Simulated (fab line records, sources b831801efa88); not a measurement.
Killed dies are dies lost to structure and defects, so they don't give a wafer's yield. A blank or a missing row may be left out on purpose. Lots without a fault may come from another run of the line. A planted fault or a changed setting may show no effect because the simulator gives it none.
Split-lot experiment | flow sfq_line | 5 lots, 23 wafers read, on a route of 325 steps

THE SPLIT
At SFQ_TRILAYER_INCOMING_OXIDATION_002 (target thk 500 nm, ox time 4939 s), the setting ox_time_s was moved away from the recipe's 4939 s on 15 of the 23 wafers read, by -13.7% to +14.6%. The other wafers ran this setting at the recipe's value.

The reading is taken at the split's own step.

THE READING
SiO2_of_TRILAYER_INCOMING_OXIDATION_002.thk_nm (the simulator's own value, which no gauge read), in nm, at SFQ_TRILAYER_INCOMING_OXIDATION_002 (target thk 500 nm, ox time 4939 s). The file gives no usual value for it. The 8 wafers here that ran the recipe average 510.6 nm, standard deviation 7.9 nm.

wafer  | tool, chamber at the split | ox_time_s as run, s | against the recipe | SiO2_of_TRILAYER_INCOMING_OXIDATION_002.thk_nm, nm | against lot-mates on the recipe
L076.2 | -, -                       | 4264                | -13.7%             | 474.7                                              | no lot-mate on the recipe
L076.3 | -, -                       | 4264                | -13.7%             | 467.9                                              | no lot-mate on the recipe
L076.4 | -, -                       | 4264                | -13.7%             | 471.3                                              | no lot-mate on the recipe
L076.5 | -, -                       | 4264                | -13.7%             | 468.9                                              | no lot-mate on the recipe
L076.6 | -, -                       | 4264                | -13.7%             | 476.8                                              | no lot-mate on the recipe
L077.1 | -, -                       | 5660                | +14.6%             | 533                                                | no lot-mate on the recipe
L077.2 | -, -                       | 5660                | +14.6%             | 533.8                                              | no lot-mate on the recipe
L077.3 | -, -                       | 5660                | +14.6%             | 534.6                                              | no lot-mate on the recipe
L077.4 | -, -                       | 5660                | +14.6%             | 519.1                                              | no lot-mate on the recipe
L077.6 | -, -                       | 5660                | +14.6%             | 533.1                                              | no lot-mate on the recipe
L079.2 | furnace-02, 0              | 4939                | recipe             | 523.7                                              | -
L079.4 | furnace-02, 0              | 4939                | recipe             | 515.1                                              | -
L079.6 | furnace-02, 0              | 4939                | recipe             | 521.7                                              | -
L082.1 | -, -                       | 4939                | recipe             | 503.5                                              | -
L082.3 | -, -                       | 4939                | recipe             | 504.6                                              | -
L082.4 | -, -                       | 4939                | recipe             | 502.4                                              | -
L082.5 | -, -                       | 4939                | recipe             | 505.1                                              | -
L082.6 | -, -                       | 4939                | recipe             | 508.5                                              | -
L084.1 | -, -                       | 4508                | -8.7%              | 476.1                                              | no lot-mate on the recipe
L084.2 | -, -                       | 4508                | -8.7%              | 477.1                                              | no lot-mate on the recipe
L084.3 | -, -                       | 4508                | -8.7%              | 472.9                                              | no lot-mate on the recipe
L084.4 | -, -                       | 4508                | -8.7%              | 480                                                | no lot-mate on the recipe
L084.5 | -, -                       | 4508                | -8.7%              | 478.8                                              | no lot-mate on the recipe

THE FIT
A straight line over all 23 wafers: SiO2_of_TRILAYER_INCOMING_OXIDATION_002.thk_nm changes by +2.22 nm for each +1% of ox_time_s; r = +0.94; the points scatter about the line by 8.6 nm.
Too few moved wafers have a lot-mate on the recipe to fit a line with each lot's own level taken away.

THE FILE'S OWN FIT
SiO2_of_TRILAYER_INCOMING_OXIDATION_002.thk_nm changes by +2.22 nm for each +1% of ox_time_s, r = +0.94.
